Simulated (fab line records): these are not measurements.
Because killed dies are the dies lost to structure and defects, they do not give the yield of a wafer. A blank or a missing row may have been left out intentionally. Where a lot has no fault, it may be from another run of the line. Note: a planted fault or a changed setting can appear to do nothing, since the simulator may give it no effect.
Chamber matching / flow sky130 / cmp-02 running SKY_LI_CONTACT_CMP_02: 4 sister chambers
The step polishes PSG. 14 wafers are shown with their chamber, then 7 later ones without.

== EACH WAFER AND ITS CHAMBER ==
wafer=L653.1; chamber=1; motor_current_A (A)=11.3; time_to_endpoint_s (s)=33.4; edge_zone_pressure_frac=0.999
wafer=L653.4; chamber=0; motor_current_A (A)=13.2; time_to_endpoint_s (s)=37.1; edge_zone_pressure_frac=0.999
wafer=L653.5; chamber=1; motor_current_A (A)=11.9; time_to_endpoint_s (s)=33.7; edge_zone_pressure_frac=1.009
wafer=L655.2; chamber=0; motor_current_A (A)=12.8; time_to_endpoint_s (s)=34.2; edge_zone_pressure_frac=0.995
wafer=L655.4; chamber=2; motor_current_A (A)=11.6; time_to_endpoint_s (s)=34.9; edge_zone_pressure_frac=0.996
wafer=L655.6; chamber=2; motor_current_A (A)=12.0; time_to_endpoint_s (s)=34.8; edge_zone_pressure_frac=0.993
wafer=L656.2; chamber=3; motor_current_A (A)=13.5; time_to_endpoint_s (s)=31.9; edge_zone_pressure_frac=1.001
wafer=L656.4; chamber=1; motor_current_A (A)=12.1; time_to_endpoint_s (s)=34.0; edge_zone_pressure_frac=1.001
wafer=L656.6; chamber=0; motor_current_A (A)=13.1; time_to_endpoint_s (s)=34.9; edge_zone_pressure_frac=1.006
wafer=L657.1; chamber=1; motor_current_A (A)=12.1; time_to_endpoint_s (s)=30.6; edge_zone_pressure_frac=1.007
wafer=L657.5; chamber=3; motor_current_A (A)=13.0; time_to_endpoint_s (s)=30.1; edge_zone_pressure_frac=1.002
wafer=L657.6; chamber=2; motor_current_A (A)=12.6; time_to_endpoint_s (s)=32.4; edge_zone_pressure_frac=1.006
wafer=L660.3; chamber=1; motor_current_A (A)=11.4; time_to_endpoint_s (s)=31.0; edge_zone_pressure_frac=0.997
wafer=L660.4; chamber=3; motor_current_A (A)=12.7; time_to_endpoint_s (s)=30.1; edge_zone_pressure_frac=0.993

SIGNATURES, as means of the wafers listed above
reading=motor_current_A; chamber 0=13.033; chamber 1=11.760; chamber 2=12.067; chamber 3=13.067; scatter within a chamber=0.389
reading=time_to_endpoint_s; chamber 0=35.400; chamber 1=32.540; chamber 2=34.033; chamber 3=30.700; scatter within a chamber=1.45
reading=edge_zone_pressure_frac; chamber 0=1.00000; chamber 1=1.00260; chamber 2=0.99833; chamber 3=0.99867; scatter within a chamber=0.00557
Rule: distance of a wafer from a chamber = root of the sum over the readings of ((wafer's reading minus chamber's mean) / reading's scatter) squared. The wafer belongs to the nearest chamber; if the next one is less than 2 further off, it can't be placed. The scatter: the root of (the sum of the squares of (reading less its chamber's mean) over the shown wafers, divided by (wafers less chambers)).

== WAFERS WITH NO CHAMBER GIVEN ==
wafer=L660.5; motor_current_A (A)=12.1; time_to_endpoint_s (s)=30.0; edge_zone_pressure_frac=0.994
wafer=L667.2; motor_current_A (A)=13.2; time_to_endpoint_s (s)=33.1; edge_zone_pressure_frac=1.008
wafer=L667.4; motor_current_A (A)=13.0; time_to_endpoint_s (s)=34.4; edge_zone_pressure_frac=0.994
wafer=L667.6; motor_current_A (A)=13.3; time_to_endpoint_s (s)=30.3; edge_zone_pressure_frac=1.001
wafer=L670.1; motor_current_A (A)=12.4; time_to_endpoint_s (s)=33.5; edge_zone_pressure_frac=0.995
wafer=L670.4; motor_current_A (A)=13.2; time_to_endpoint_s (s)=33.5; edge_zone_pressure_frac=1.004
wafer=L670.6; motor_current_A (A)=13.6; time_to_endpoint_s (s)=34.4; edge_zone_pressure_frac=0.998

== WHICH CHAMBER EACH WENT THROUGH ==
wafer=L660.5; from the rows above=can't be placed: 1 or 3 or 2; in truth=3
wafer=L667.2; from the rows above=can't be placed: 0 or 3 or 2 or 1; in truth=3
wafer=L667.4; from the rows above=can't be placed: 0 or 2 or 3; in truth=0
wafer=L667.6; from the rows above=3; in truth=3
wafer=L670.1; from the rows above=can't be placed: 2 or 1 or 0 or 3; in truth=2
wafer=L670.4; from the rows above=can't be placed: 0 or 3 or 2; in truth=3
wafer=L670.6; from the rows above=can't be placed: 0 or 3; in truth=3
Correct placement for 1 of the 7. Can't be placed from these rows: 6 (the true chamber is among the candidates in 6). Placed wrongly: 0.
